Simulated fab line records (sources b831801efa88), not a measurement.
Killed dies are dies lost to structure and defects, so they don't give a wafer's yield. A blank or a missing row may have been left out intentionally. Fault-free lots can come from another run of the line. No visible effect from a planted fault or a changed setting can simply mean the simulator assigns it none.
fab line records / flow sky130
record lots=5 wafers=15 last_day=50
route steps=708 shown LDD_N@253 LDD_P@255 LDD_HVN@267 LDD_HVP@278
lots untouched by any fault: they come from a run of this same line in which no faults occurred
start_h: hours from the record's opening day to when the first of the lot's shown wafers began / wait_h: time in hours since the lot's previous step / " identical to the entry in the row above / L1.1+2: several wafers, shown together as one row / - value missing, or start not given / * or withheld: withheld / < > ~ a bound
route shown NAME@n: a module of which the file shows steps, and the number in the route of the first / usual: mean/standard deviation of fault-free wafers / same: alike in all rows / chamber/n: place in a boat / sites: readings site by site / _std_site: standard deviation across them / _edge_site: the outer-site mean with the inner-site mean subtracted / radius_mm: for every site, how far away it sits from the centre of the wafer / mask NAME#n: copy n / behind: the tool/chamber that last shaped the wafer / hold: why the lot was held/for how many hours/how that ended / device: names the non-switching transistor (n, p or np) / end of line: the tests these same wafers got at the end of their route / a step given without rows: its recipe and nothing more / killed: not the wafer's yield, but the dies lost to structure and defects at the first sort / map: a wafer's dies, marking killed ones x, the rest . and places with no die _
set.NAME: the setting that was run; set.NAME@STEP: the one run at that earlier step / model.NAME: the simulator's own value behind a step, which no gauge read
a table for each step, a row for each wafer; lots at some steps of the route
services: when a tool's chamber went out of use (start_h, in hours from the record's first day, below 0 if earlier), for how many hours, and the reason
## steps
# step SKY_LDD_N_STRIP_16
# recipe chemistry=O2/N2 power_w=1400 pressure_mtorr=1500 platen_temp_c=withheld o2_flow_sccm=3000 n2_flow_sccm=300 overash_fraction=0.5
# usual drypump_motor_current_A=5.3/0.38 o2_flow_sccm=3001/8.8 oes_product_au=0.406/0.0046 strip_time_to_endpoint_s=4.319/0.015
lot.wafer=L358.2 tool=plasma_asher-03 chamber=0 start_h=399.09 wait_h=0.1 drypump_motor_current_A=5.5 o2_flow_sccm=3002 oes_product_au=0.404 rf_hours_counter_h=59 strip_time_to_endpoint_s=4.328
lot.wafer=L358.3 tool=plasma_asher-03 chamber=0 start_h=399.09 wait_h=0.1 drypump_motor_current_A=5.5 o2_flow_sccm=3002 oes_product_au=0.411 rf_hours_counter_h=- strip_time_to_endpoint_s=4.329
lot.wafer=L358.6 tool=plasma_asher-03 chamber=1 start_h=399.09 wait_h=0.1 drypump_motor_current_A=5.3 o2_flow_sccm=2998 oes_product_au=0.400 rf_hours_counter_h=- strip_time_to_endpoint_s=4.313
lot.wafer=L359.2 tool=plasma_asher-03 chamber=1 start_h=417.02 wait_h=0.1 drypump_motor_current_A=5.3 o2_flow_sccm=2991 oes_product_au=0.409 rf_hours_counter_h=61 strip_time_to_endpoint_s=4.308
lot.wafer=L359.5 tool=plasma_asher-03 chamber=0 start_h=417.02 wait_h=0.1 drypump_motor_current_A=5.5 o2_flow_sccm=2996 oes_product_au=0.408 rf_hours_counter_h=- strip_time_to_endpoint_s=4.314
lot.wafer=L359.6 tool=plasma_asher-03 chamber=1 start_h=417.02 wait_h=0.1 drypump_motor_current_A=5.4 o2_flow_sccm=2989 oes_product_au=0.394 rf_hours_counter_h=- strip_time_to_endpoint_s=4.288
lot.wafer=L373.2 tool=plasma_asher-03 chamber=1 start_h=538.67 wait_h=0.1 drypump_motor_current_A=5.3 o2_flow_sccm=3015 oes_product_au=0.400 rf_hours_counter_h=73 strip_time_to_endpoint_s=4.306
lot.wafer=L373.4 tool=plasma_asher-03 chamber=0 start_h=538.67 wait_h=0.1 drypump_motor_current_A=5.5 o2_flow_sccm=2991 oes_product_au=0.409 rf_hours_counter_h=- strip_time_to_endpoint_s=4.321
lot.wafer=L373.6 tool=plasma_asher-03 chamber=0 start_h=538.67 wait_h=0.1 drypump_motor_current_A=5.5 o2_flow_sccm=2995 oes_product_au=0.410 rf_hours_counter_h=- strip_time_to_endpoint_s=4.315
lot.wafer=L380.2 tool=plasma_asher-03 chamber=0 start_h=599.26 wait_h=0.1 drypump_motor_current_A=5.5 o2_flow_sccm=2990 oes_product_au=0.413 rf_hours_counter_h=80 strip_time_to_endpoint_s=4.325
lot.wafer=L380.4 tool=plasma_asher-03 chamber=1 start_h=599.26 wait_h=0.1 drypump_motor_current_A=5.3 o2_flow_sccm=3006 oes_product_au=0.407 rf_hours_counter_h=- strip_time_to_endpoint_s=4.348
lot.wafer=L380.5 tool=plasma_asher-03 chamber=1 start_h=599.26 wait_h=0.1 drypump_motor_current_A=5.3 o2_flow_sccm=3010 oes_product_au=0.405 rf_hours_counter_h=- strip_time_to_endpoint_s=4.332
lot.wafer=L381.1 tool=plasma_asher-01 chamber=0 start_h=609.99 wait_h=0.1 drypump_motor_current_A=4.9 o2_flow_sccm=2978 oes_product_au=0.402 rf_hours_counter_h=93 strip_time_to_endpoint_s=4.327
lot.wafer=L381.5 tool=plasma_asher-01 chamber=0 start_h=609.99 wait_h=0.1 drypump_motor_current_A=4.9 o2_flow_sccm=2996 oes_product_au=0.406 rf_hours_counter_h=- strip_time_to_endpoint_s=4.334
lot.wafer=L381.6 tool=plasma_asher-01 chamber=1 start_h=609.99 wait_h=0.1 drypump_motor_current_A=5.2 o2_flow_sccm=3013 oes_product_au=0.411 rf_hours_counter_h=- strip_time_to_endpoint_s=4.334
# step SKY_LDD_N_TW_MEAS_17
# usual LDD_N_TW=2582/12
lot.wafer=L358.2 tool=film_metro-03 chamber=- start_h=399.20 wait_h=0.1 LDD_N_TW=2600
lot.wafer=L358.3 tool=film_metro-03 chamber=- start_h=399.20 wait_h=0.1 LDD_N_TW=2583
lot.wafer=L358.6 tool=film_metro-03 chamber=- start_h=399.20 wait_h=0.1 LDD_N_TW=2611
lot.wafer=L359.2 tool=film_metro-03 chamber=- start_h=417.13 wait_h=0.1 LDD_N_TW=2601
lot.wafer=L359.5 tool=film_metro-03 chamber=- start_h=417.13 wait_h=0.1 LDD_N_TW=2587
lot.wafer=L359.6 tool=film_metro-03 chamber=- start_h=417.13 wait_h=0.1 LDD_N_TW=2585
lot.wafer=L373.2 tool=film_metro-03 chamber=- start_h=538.78 wait_h=0.1 LDD_N_TW=2580
lot.wafer=L373.4 tool=film_metro-03 chamber=- start_h=538.78 wait_h=0.1 LDD_N_TW=2589
lot.wafer=L373.6 tool=film_metro-03 chamber=- start_h=538.78 wait_h=0.1 LDD_N_TW=2576
lot.wafer=L380.2 tool=film_metro-03 chamber=- start_h=599.37 wait_h=0.1 LDD_N_TW=2594
lot.wafer=L380.4 tool=film_metro-03 chamber=- start_h=599.37 wait_h=0.1 LDD_N_TW=2595
lot.wafer=L380.5 tool=film_metro-03 chamber=- start_h=599.37 wait_h=0.1 LDD_N_TW=2608
lot.wafer=L381.1 tool=film_metro-01 chamber=- start_h=610.09 wait_h=0.1 LDD_N_TW=2589
lot.wafer=L381.5 tool=film_metro-01 chamber=- start_h=610.09 wait_h=0.1 LDD_N_TW=2594
lot.wafer=L381.6 tool=film_metro-01 chamber=- start_h=610.09 wait_h=0.1 LDD_N_TW=2592
# step SKY_LDD_P_DEHYDRATE_00
# recipe temp_c=200 time_s=60
# step SKY_LDD_P_HMDS_01
# recipe prime_time_s=60 prime_temp_c=120
# step SKY_LDD_P_COAT_02
# recipe resist=NOVOLAK spin_rpm=3000 resist_thk_nm=1140
# step SKY_LDD_P_SOFTBAKE_03
# recipe temp_c=90 time_s=60 resist=NOVOLAK
# step SKY_LDD_P_EXPOSE_04
# recipe mask_id=PSDM na=0.6 source_shape=conventional sigma_outer=0.6 polarization=unpolarized target_cd_nm=380 dose_mj=138
# step SKY_LDD_P_PEB_05
# recipe temp_c=withheld time_s=* resist=NOVOLAK
# step SKY_LDD_P_DEVELOP_06
# recipe resist=NOVOLAK developer=TMAH develop_time_s=60 dev_temp_c=23
# step SKY_LDD_P_CD_MEAS_07
# recipe target_cd_nm=380
# usual cd_nm=380.4/2.2
lot.wafer=L358.2 tool=cd_sem-01 chamber=- start_h=429.14 wait_h=0.1 cd_nm=379.0
lot.wafer=L358.3 tool=cd_sem-01 chamber=- start_h=429.14 wait_h=0.1 cd_nm=379.7
lot.wafer=L358.6 tool=cd_sem-01 chamber=- start_h=429.14 wait_h=0.1 cd_nm=380.8
lot.wafer=L359.2 tool=cd_sem-01 chamber=- start_h=447.00 wait_h=0.1 cd_nm=381.7
lot.wafer=L359.5 tool=cd_sem-01 chamber=- start_h=447.00 wait_h=0.1 cd_nm=382.2
lot.wafer=L359.6 tool=cd_sem-01 chamber=- start_h=447.00 wait_h=0.1 cd_nm=382.8
lot.wafer=L373.2 tool=cd_sem-01 chamber=- start_h=568.45 wait_h=0.1 cd_nm=384.3
lot.wafer=L373.4 tool=cd_sem-01 chamber=- start_h=568.45 wait_h=0.1 cd_nm=383.3
lot.wafer=L373.6 tool=cd_sem-01 chamber=- start_h=568.45 wait_h=0.1 cd_nm=383.6
lot.wafer=L380.2 tool=cd_sem-02 chamber=- start_h=628.30 wait_h=0.1 cd_nm=384.7
lot.wafer=L380.4 tool=cd_sem-02 chamber=- start_h=628.30 wait_h=0.1 cd_nm=382.6
lot.wafer=L380.5 tool=cd_sem-02 chamber=- start_h=628.30 wait_h=0.1 cd_nm=381.6
lot.wafer=L381.1 tool=cd_sem-01 chamber=- start_h=639.43 wait_h=0.1 cd_nm=376.9
lot.wafer=L381.5 tool=cd_sem-01 chamber=- start_h=639.43 wait_h=0.1 cd_nm=375.5
lot.wafer=L381.6 tool=cd_sem-01 chamber=- start_h=639.43 wait_h=0.1 cd_nm=378.2
# step SKY_LDD_P_OVL_MEAS_08
# usual LDD_P_OVL=0.9/1.4
lot.wafer=L358.2 tool=overlay-02 chamber=- start_h=429.25 wait_h=0.1 LDD_P_OVL[nm]=-0.2
lot.wafer=L358.3 tool=overlay-02 chamber=- start_h=429.25 wait_h=0.1 LDD_P_OVL[nm]=1.3
lot.wafer=L358.6 tool=overlay-02 chamber=- start_h=429.25 wait_h=0.1 LDD_P_OVL[nm]=0.3
lot.wafer=L359.2 tool=overlay-01 chamber=- start_h=447.11 wait_h=0.1 LDD_P_OVL[nm]=1.1
lot.wafer=L359.5 tool=overlay-01 chamber=- start_h=447.11 wait_h=0.1 LDD_P_OVL[nm]=1.6
lot.wafer=L359.6 tool=overlay-01 chamber=- start_h=447.11 wait_h=0.1 LDD_P_OVL[nm]=-0.3
lot.wafer=L373.2 tool=overlay-01 chamber=- start_h=568.56 wait_h=0.1 LDD_P_OVL[nm]=2.3
lot.wafer=L373.4 tool=overlay-01 chamber=- start_h=568.56 wait_h=0.1 LDD_P_OVL[nm]=1.8
lot.wafer=L373.6 tool=overlay-01 chamber=- start_h=568.56 wait_h=0.1 LDD_P_OVL[nm]=0.7
lot.wafer=L380.2 tool=overlay-02 chamber=- start_h=628.41 wait_h=0.1 LDD_P_OVL[nm]=-0.4
lot.wafer=L380.4 tool=overlay-02 chamber=- start_h=628.41 wait_h=0.1 LDD_P_OVL[nm]=2.2
lot.wafer=L380.5 tool=overlay-02 chamber=- start_h=628.41 wait_h=0.1 LDD_P_OVL[nm]=0.9
lot.wafer=L381.1 tool=overlay-02 chamber=- start_h=639.55 wait_h=0.1 LDD_P_OVL[nm]=-0.6
lot.wafer=L381.5 tool=overlay-02 chamber=- start_h=639.55 wait_h=0.1 LDD_P_OVL[nm]=0.0
lot.wafer=L381.6 tool=overlay-02 chamber=- start_h=639.55 wait_h=0.1 LDD_P_OVL[nm]=-0.2
# step SKY_LDD_P_IMPLANT_09
# recipe species=BF2 energy_kev=25 dose_cm2=1e+13 tilt_deg=withheld
# step SKY_LDD_P_STRIP_10
# recipe chemistry=O2/N2 power_w=1400 pressure_mtorr=1500 platen_temp_c=withheld o2_flow_sccm=3000 n2_flow_sccm=300 overash_fraction=0.5
# usual drypump_motor_current_A=5.4/0.56 o2_flow_sccm=3000/9.3 oes_product_au=0.716/0.0045 strip_time_to_endpoint_s=14.18/0.041
lot.wafer=L358.2 tool=plasma_asher-01 chamber=1 start_h=429.43 wait_h=0.1 drypump_motor_current_A=5.1 o2_flow_sccm=3012 oes_product_au=0.709 rf_hours_counter_h=75 strip_time_to_endpoint_s=14.13 model.NOVOLAK_of_LDD_P_COAT_02.thk_nm=0
lot.wafer=L358.3 tool=plasma_asher-01 chamber=0 start_h=429.43 wait_h=0.1 drypump_motor_current_A=4.9 o2_flow_sccm=3010 oes_product_au=0.721 rf_hours_counter_h=- strip_time_to_endpoint_s=14.13 model.NOVOLAK_of_LDD_P_COAT_02.thk_nm=0
lot.wafer=L358.6 tool=plasma_asher-01 chamber=1 start_h=429.43 wait_h=0.1 drypump_motor_current_A=5.1 o2_flow_sccm=3001 oes_product_au=0.714 rf_hours_counter_h=- strip_time_to_endpoint_s=14.14 model.NOVOLAK_of_LDD_P_COAT_02.thk_nm=0
lot.wafer=L359.2 tool=plasma_asher-04 chamber=0 start_h=447.29 wait_h=0.1 drypump_motor_current_A=5.9 o2_flow_sccm=2996 oes_product_au=0.707 rf_hours_counter_h=31 strip_time_to_endpoint_s=14.19 model.NOVOLAK_of_LDD_P_COAT_02.thk_nm=0
lot.wafer=L359.5 tool=plasma_asher-04 chamber=0 start_h=447.29 wait_h=0.1 drypump_motor_current_A=5.9 o2_flow_sccm=3001 oes_product_au=0.714 rf_hours_counter_h=- strip_time_to_endpoint_s=14.18 model.NOVOLAK_of_LDD_P_COAT_02.thk_nm=0
lot.wafer=L359.6 tool=plasma_asher-04 chamber=1 start_h=447.29 wait_h=0.1 drypump_motor_current_A=4.7 o2_flow_sccm=3011 oes_product_au=0.718 rf_hours_counter_h=- strip_time_to_endpoint_s=14.21 model.NOVOLAK_of_LDD_P_COAT_02.thk_nm=0
lot.wafer=L373.2 tool=plasma_asher-01 chamber=1 start_h=568.74 wait_h=0.1 drypump_motor_current_A=5.1 o2_flow_sccm=3020 oes_product_au=0.953 rf_hours_counter_h=89 strip_time_to_endpoint_s=- model.NOVOLAK_of_LDD_P_COAT_02.thk_nm=141.7
lot.wafer=L373.4 tool=plasma_asher-01 chamber=1 start_h=568.74 wait_h=0.1 drypump_motor_current_A=5.1 o2_flow_sccm=3011 oes_product_au=0.960 rf_hours_counter_h=- strip_time_to_endpoint_s=- model.NOVOLAK_of_LDD_P_COAT_02.thk_nm=141.7
lot.wafer=L373.6 tool=plasma_asher-01 chamber=0 start_h=568.74 wait_h=0.1 drypump_motor_current_A=4.9 o2_flow_sccm=2996 oes_product_au=0.954 rf_hours_counter_h=- strip_time_to_endpoint_s=- model.NOVOLAK_of_LDD_P_COAT_02.thk_nm=141.4
lot.wafer=L380.2 tool=plasma_asher-01 chamber=0 start_h=628.59 wait_h=0.1 drypump_motor_current_A=4.9 o2_flow_sccm=2997 oes_product_au=0.714 rf_hours_counter_h=95 strip_time_to_endpoint_s=14.22 model.NOVOLAK_of_LDD_P_COAT_02.thk_nm=0
lot.wafer=L380.4 tool=plasma_asher-01 chamber=0 start_h=628.59 wait_h=0.1 drypump_motor_current_A=4.9 o2_flow_sccm=2992 oes_product_au=0.722 rf_hours_counter_h=- strip_time_to_endpoint_s=14.20 model.NOVOLAK_of_LDD_P_COAT_02.thk_nm=0
lot.wafer=L380.5 tool=plasma_asher-01 chamber=1 start_h=628.59 wait_h=0.1 drypump_motor_current_A=5.1 o2_flow_sccm=3010 oes_product_au=0.713 rf_hours_counter_h=- strip_time_to_endpoint_s=14.24 model.NOVOLAK_of_LDD_P_COAT_02.thk_nm=0
lot.wafer=L381.1 tool=plasma_asher-04 chamber=0 start_h=639.74 wait_h=0.1 drypump_motor_current_A=5.9 o2_flow_sccm=2985 oes_product_au=0.710 rf_hours_counter_h=52 strip_time_to_endpoint_s=14.18 model.NOVOLAK_of_LDD_P_COAT_02.thk_nm=0
lot.wafer=L381.5 tool=plasma_asher-04 chamber=1 start_h=639.74 wait_h=0.1 drypump_motor_current_A=4.7 o2_flow_sccm=2993 oes_product_au=0.710 rf_hours_counter_h=- strip_time_to_endpoint_s=14.16 model.NOVOLAK_of_LDD_P_COAT_02.thk_nm=0
lot.wafer=L381.6 tool=plasma_asher-04 chamber=0 start_h=639.74 wait_h=0.1 drypump_motor_current_A=5.9 o2_flow_sccm=2995 oes_product_au=0.709 rf_hours_counter_h=- strip_time_to_endpoint_s=14.20 model.NOVOLAK_of_LDD_P_COAT_02.thk_nm=0
# step SKY_LDD_P_TW_MEAS_11
# usual LDD_P_TW=635/3.3
lot.wafer=L358.2 tool=film_metro-02 chamber=- start_h=429.54 wait_h=0.1 LDD_P_TW=634
lot.wafer=L358.3 tool=film_metro-02 chamber=- start_h=429.54 wait_h=0.1 LDD_P_TW=637
lot.wafer=L358.6 tool=film_metro-02 chamber=- start_h=429.54 wait_h=0.1 LDD_P_TW=634
lot.wafer=L359.2 tool=film_metro-02 chamber=- start_h=447.40 wait_h=0.1 LDD_P_TW=637
lot.wafer=L359.5 tool=film_metro-02 chamber=- start_h=447.40 wait_h=0.1 LDD_P_TW=639
lot.wafer=L359.6 tool=film_metro-02 chamber=- start_h=447.40 wait_h=0.1 LDD_P_TW=635
lot.wafer=L373.2 tool=film_metro-03 chamber=- start_h=568.85 wait_h=0.1 LDD_P_TW=641
lot.wafer=L373.4 tool=film_metro-03 chamber=- start_h=568.85 wait_h=0.1 LDD_P_TW=639
lot.wafer=L373.6 tool=film_metro-03 chamber=- start_h=568.85 wait_h=0.1 LDD_P_TW=635
lot.wafer=L380.2 tool=film_metro-04 chamber=- start_h=628.70 wait_h=0.1 LDD_P_TW=633
lot.wafer=L380.4 tool=film_metro-04 chamber=- start_h=628.70 wait_h=0.1 LDD_P_TW=635
lot.wafer=L380.5 tool=film_metro-04 chamber=- start_h=628.70 wait_h=0.1 LDD_P_TW=632
lot.wafer=L381.1 tool=film_metro-03 chamber=- start_h=639.84 wait_h=0.1 LDD_P_TW=640
lot.wafer=L381.5 tool=film_metro-03 chamber=- start_h=639.84 wait_h=0.1 LDD_P_TW=641
lot.wafer=L381.6 tool=film_metro-03 chamber=- start_h=639.84 wait_h=0.1 LDD_P_TW=637
# step SKY_LDD_HVN_DEHYDRATE_00
# recipe temp_c=200 time_s=60
# step SKY_LDD_HVN_HMDS_01
# recipe prime_time_s=60 prime_temp_c=120
# step SKY_LDD_HVN_COAT_02
# recipe resist=NOVOLAK spin_rpm=3000 resist_thk_nm=300
# step SKY_LDD_HVN_SOFTBAKE_03
# recipe temp_c=90 time_s=60 resist=NOVOLAK
# step SKY_LDD_HVN_EXPOSE_04
# recipe mask_id=HVNTM na=0.6 source_shape=conventional sigma_outer=0.6 polarization=unpolarized target_cd_nm=700 dose_mj=127
# step SKY_LDD_HVN_PEB_05
# recipe temp_c=withheld time_s=* resist=NOVOLAK
# step SKY_LDD_HVN_DEVELOP_06
# recipe resist=NOVOLAK developer=TMAH develop_time_s=60 dev_temp_c=23
# step SKY_LDD_HVN_OVL_MEAS_07
# usual LDD_HVN_OVL=1.2/1.6
lot.wafer=L358.2 tool=overlay-02 chamber=- start_h=459.63 wait_h=0.1 LDD_HVN_OVL[nm]=2.5
lot.wafer=L358.3 tool=overlay-02 chamber=- start_h=459.63 wait_h=0.1 LDD_HVN_OVL[nm]=3.2
lot.wafer=L358.6 tool=overlay-02 chamber=- start_h=459.63 wait_h=0.1 LDD_HVN_OVL[nm]=2.1
lot.wafer=L359.2 tool=overlay-02 chamber=- start_h=478.38 wait_h=0.1 LDD_HVN_OVL[nm]=0.1
lot.wafer=L359.5 tool=overlay-02 chamber=- start_h=478.38 wait_h=0.1 LDD_HVN_OVL[nm]=0.1
lot.wafer=L359.6 tool=overlay-02 chamber=- start_h=478.38 wait_h=0.1 LDD_HVN_OVL[nm]=0.8
lot.wafer=L373.2 tool=overlay-02 chamber=- start_h=597.63 wait_h=0.1 LDD_HVN_OVL[nm]=1.1
lot.wafer=L373.4 tool=overlay-02 chamber=- start_h=597.63 wait_h=0.1 LDD_HVN_OVL[nm]=2.0
lot.wafer=L373.6 tool=overlay-02 chamber=- start_h=597.63 wait_h=0.1 LDD_HVN_OVL[nm]=0.0
lot.wafer=L380.2 tool=overlay-01 chamber=- start_h=657.26 wait_h=0.1 LDD_HVN_OVL[nm]=0.7
lot.wafer=L380.4 tool=overlay-01 chamber=- start_h=657.26 wait_h=0.1 LDD_HVN_OVL[nm]=0.9
lot.wafer=L380.5 tool=overlay-01 chamber=- start_h=657.26 wait_h=0.1 LDD_HVN_OVL[nm]=-0.6
lot.wafer=L381.1 tool=overlay-02 chamber=- start_h=667.96 wait_h=0.1 LDD_HVN_OVL[nm]=3.1
lot.wafer=L381.5 tool=overlay-02 chamber=- start_h=667.96 wait_h=0.1 LDD_HVN_OVL[nm]=2.1
lot.wafer=L381.6 tool=overlay-02 chamber=- start_h=667.96 wait_h=0.1 LDD_HVN_OVL[nm]=2.7
# step SKY_LDD_HVN_IMPLANT_08
# recipe species=P energy_kev=60 dose_cm2=3e+13 tilt_deg=40
# step SKY_LDD_HVN_STRIP_09
# recipe chemistry=O2/N2 power_w=1400 pressure_mtorr=1500 platen_temp_c=withheld o2_flow_sccm=3000 n2_flow_sccm=300 overash_fraction=0.5
# usual drypump_motor_current_A=5.7/0.49 o2_flow_sccm=3001/8.5 oes_product_au=0.409/0.0045 strip_time_to_endpoint_s=4.136/0.016
lot.wafer=L358.2 tool=plasma_asher-02 chamber=0 start_h=459.81 wait_h=0.1 drypump_motor_current_A=6.4 o2_flow_sccm=3010 oes_product_au=0.410 rf_hours_counter_h=3 strip_time_to_endpoint_s=4.143
lot.wafer=L358.3 tool=plasma_asher-02 chamber=1 start_h=459.81 wait_h=0.1 drypump_motor_current_A=5.6 o2_flow_sccm=3009 oes_product_au=0.414 rf_hours_counter_h=- strip_time_to_endpoint_s=4.151
lot.wafer=L358.6 tool=plasma_asher-02 chamber=1 start_h=459.81 wait_h=0.1 drypump_motor_current_A=5.6 o2_flow_sccm=3009 oes_product_au=0.408 rf_hours_counter_h=- strip_time_to_endpoint_s=4.112
lot.wafer=L359.2 tool=plasma_asher-02 chamber=1 start_h=478.56 wait_h=0.1 drypump_motor_current_A=5.6 o2_flow_sccm=2998 oes_product_au=0.401 rf_hours_counter_h=4 strip_time_to_endpoint_s=4.142
lot.wafer=L359.5 tool=plasma_asher-02 chamber=0 start_h=478.56 wait_h=0.1 drypump_motor_current_A=6.3 o2_flow_sccm=3005 oes_product_au=0.410 rf_hours_counter_h=- strip_time_to_endpoint_s=4.158
lot.wafer=L359.6 tool=plasma_asher-02 chamber=1 start_h=478.56 wait_h=0.1 drypump_motor_current_A=5.6 o2_flow_sccm=2989 oes_product_au=0.410 rf_hours_counter_h=- strip_time_to_endpoint_s=4.144
lot.wafer=L373.2 tool=plasma_asher-02 chamber=0 start_h=597.81 wait_h=0.1 drypump_motor_current_A=6.3 o2_flow_sccm=2988 oes_product_au=0.498 rf_hours_counter_h=16 strip_time_to_endpoint_s=6.437
lot.wafer=L373.4 tool=plasma_asher-02 chamber=0 start_h=597.81 wait_h=0.1 drypump_motor_current_A=6.3 o2_flow_sccm=3009 oes_product_au=0.506 rf_hours_counter_h=- strip_time_to_endpoint_s=6.432
lot.wafer=L373.6 tool=plasma_asher-02 chamber=0 start_h=597.81 wait_h=0.1 drypump_motor_current_A=6.3 o2_flow_sccm=3009 oes_product_au=0.499 rf_hours_counter_h=- strip_time_to_endpoint_s=6.443
lot.wafer=L380.2 tool=plasma_asher-03 chamber=1 start_h=657.44 wait_h=0.1 drypump_motor_current_A=5.3 o2_flow_sccm=2990 oes_product_au=0.407 rf_hours_counter_h=80 strip_time_to_endpoint_s=4.094
lot.wafer=L380.4 tool=plasma_asher-03 chamber=1 start_h=657.44 wait_h=0.1 drypump_motor_current_A=5.3 o2_flow_sccm=2998 oes_product_au=0.402 rf_hours_counter_h=- strip_time_to_endpoint_s=4.107
lot.wafer=L380.5 tool=plasma_asher-03 chamber=1 start_h=657.44 wait_h=0.1 drypump_motor_current_A=5.3 o2_flow_sccm=3011 oes_product_au=0.409 rf_hours_counter_h=- strip_time_to_endpoint_s=4.116
lot.wafer=L381.1 tool=plasma_asher-02 chamber=1 start_h=668.14 wait_h=0.1 drypump_motor_current_A=5.5 o2_flow_sccm=3000 oes_product_au=0.412 rf_hours_counter_h=25 strip_time_to_endpoint_s=4.142
lot.wafer=L381.5 tool=plasma_asher-02 chamber=1 start_h=668.14 wait_h=0.1 drypump_motor_current_A=5.5 o2_flow_sccm=2996 oes_product_au=0.409 rf_hours_counter_h=- strip_time_to_endpoint_s=4.150
lot.wafer=L381.6 tool=plasma_asher-02 chamber=0 start_h=668.14 wait_h=0.1 drypump_motor_current_A=6.4 o2_flow_sccm=2998 oes_product_au=0.409 rf_hours_counter_h=- strip_time_to_endpoint_s=4.148
# step SKY_LDD_HVN_TW_MEAS_10
# usual LDD_HVN_TW=1437/6.6
lot.wafer=L358.2 tool=film_metro-03 chamber=- start_h=459.92 wait_h=0.1 LDD_HVN_TW=1447
lot.wafer=L358.3 tool=film_metro-03 chamber=- start_h=459.92 wait_h=0.1 LDD_HVN_TW=1447
lot.wafer=L358.6 tool=film_metro-03 chamber=- start_h=459.92 wait_h=0.1 LDD_HVN_TW=1445
lot.wafer=L359.2 tool=film_metro-01 chamber=- start_h=478.67 wait_h=0.1 LDD_HVN_TW=1438
lot.wafer=L359.5 tool=film_metro-01 chamber=- start_h=478.67 wait_h=0.1 LDD_HVN_TW=1439
lot.wafer=L359.6 tool=film_metro-01 chamber=- start_h=478.67 wait_h=0.1 LDD_HVN_TW=1433
lot.wafer=L373.2 tool=film_metro-01 chamber=- start_h=597.92 wait_h=0.1 LDD_HVN_TW=601
lot.wafer=L373.4 tool=film_metro-01 chamber=- start_h=597.92 wait_h=0.1 LDD_HVN_TW=606
lot.wafer=L373.6 tool=film_metro-01 chamber=- start_h=597.92 wait_h=0.1 LDD_HVN_TW=607
lot.wafer=L380.2 tool=film_metro-04 chamber=- start_h=657.55 wait_h=0.1 LDD_HVN_TW=1437
lot.wafer=L380.4 tool=film_metro-04 chamber=- start_h=657.55 wait_h=0.1 LDD_HVN_TW=1434
lot.wafer=L380.5 tool=film_metro-04 chamber=- start_h=657.55 wait_h=0.1 LDD_HVN_TW=1435
lot.wafer=L381.1 tool=film_metro-03 chamber=- start_h=668.24 wait_h=0.1 LDD_HVN_TW=1428
lot.wafer=L381.5 tool=film_metro-03 chamber=- start_h=668.24 wait_h=0.1 LDD_HVN_TW=1430
lot.wafer=L381.6 tool=film_metro-03 chamber=- start_h=668.24 wait_h=0.1 LDD_HVN_TW=1428
# step SKY_LDD_HVP_DEHYDRATE_00
# recipe temp_c=200 time_s=60
## services
tool=plasma_asher-01 chamber=- start_h=408.87 hours=9.4 kind=repair
tool=plasma_asher-04 chamber=- start_h=419.74 hours=0.4 kind=repair
tool=plasma_asher-02 chamber=- start_h=421.25 hours=9.0 kind=pm
tool=plasma_asher-02 chamber=0 start_h=421.25 hours=9.0 kind=vent_cycle
tool=plasma_asher-02 chamber=1 start_h=421.25 hours=9.0 kind=vent_cycle
tool=plasma_asher-02 chamber=0 start_h=430.25 hours=- kind=clean
tool=plasma_asher-02 chamber=1 start_h=430.25 hours=- kind=clean
tool=plasma_asher-03 chamber=- start_h=461.51 hours=1.4 kind=repair
tool=plasma_asher-01 chamber=- start_h=578.85 hours=2.8 kind=pm
tool=plasma_asher-01 chamber=- start_h=591.32 hours=3.3 kind=repair
tool=plasma_asher-03 chamber=- start_h=601.09 hours=52.7 kind=repair
tool=plasma_asher-03 chamber=- start_h=623.90 hours=3.5 kind=repair
tool=plasma_asher-02 chamber=- start_h=641.04 hours=1.4 kind=repair
## key
first_sign step=SKY_LDD_P_STRIP_10 reading=oes_product_au direction=up sigmas=53 usual=0.716 struck=0.955
effect step=SKY_LDD_HVN_STRIP_09 reading=strip_time_to_endpoint_s direction=up sigmas=99+ usual=* struck=*
effect step=SKY_LDD_HVN_TW_MEAS_10 reading=LDD_HVN_TW direction=down sigmas=99+ usual=1437 struck=605
model_effect step=SKY_LDD_P_STRIP_10 value=NOVOLAK_of_LDD_P_COAT_02.thk_nm without=0 struck=141.6
met_at SKY_LDD_P_STRIP_10
struck_wafers L373.2,L373.4,L373.6
sort_left_out L373.2,L373.4,L373.6
tester_left_out L373
onset_between 429.43 568.74
fault kind=strip_aborted tool=plasma_asher-01 chamber=- onset_h=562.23 steps=SKY_LDD_P_STRIP_10 offset=0.43206 end_h=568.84
# tester_left_out: of these lots the tester's yield and bins aren't shown, on N5 and GAA mostly nor the transistor test; their killed dies are dies lost to structure and defects alone, not to doping, threshold or leakage, so they don't give the yield
# sort_left_out: the simulated sort isn't trusted on such a fault, so these wafers' sort isn't shown, and their yield isn't known
